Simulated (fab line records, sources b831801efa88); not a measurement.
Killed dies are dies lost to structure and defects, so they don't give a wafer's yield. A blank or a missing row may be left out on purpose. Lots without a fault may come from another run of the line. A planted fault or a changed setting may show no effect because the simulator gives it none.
Which tool did it? | flow sky130 | 6 lots, 17 wafers sampled, at 1 step of a route of 708

WHAT THE GAUGES READ, wafer by wafer
SKY_POLY_GATE_THK_MEAS_01.
lot  | measured     | on            | POLY_GATE_CVD_00_THK (nm)
L486 | day 15 01:23 | film_metro-03 | 181.1 182.5 181.0
L489 | day 16 07:32 | film_metro-01 | 180.4 181.2 180.3
L491 | day 16 23:56 | film_metro-01 | 178.9 179.8 178.0
L493 | day 18 03:00 | film_metro-01 | 178.7 179.0
L503 | day 21 14:50 | film_metro-03 | 183.5 181.9 180.1
L505 | day 22 02:49 | film_metro-02 | 182.1 182.5 182.8

WHICH TOOL RAN EACH LOT (tool, then ch and the chambers of the sampled wafers, then the start)
The record holds no process step before these readings.

THE ANSWER, worked out from the rows above alone
Rule: what is usual is taken from the lots themselves. Put in order of their means at a reading, lots are off if they are a third of the lots or fewer, leave a main group of 4 or more, and stand apart from it by a gap of 3 or more times the standard deviation of the main group's means; of several such gaps the widest counts. A main group whose means are all the same, to the digits that the tables above print for the reading, isn't used. A lot without any number at a reading at which 4 lots or more have one is off too. The other lots that the step has rows for count as sound.
No lot is off at any reading shown: from this, nothing can be told.

WHAT THE SIMULATOR HAD PUT IN
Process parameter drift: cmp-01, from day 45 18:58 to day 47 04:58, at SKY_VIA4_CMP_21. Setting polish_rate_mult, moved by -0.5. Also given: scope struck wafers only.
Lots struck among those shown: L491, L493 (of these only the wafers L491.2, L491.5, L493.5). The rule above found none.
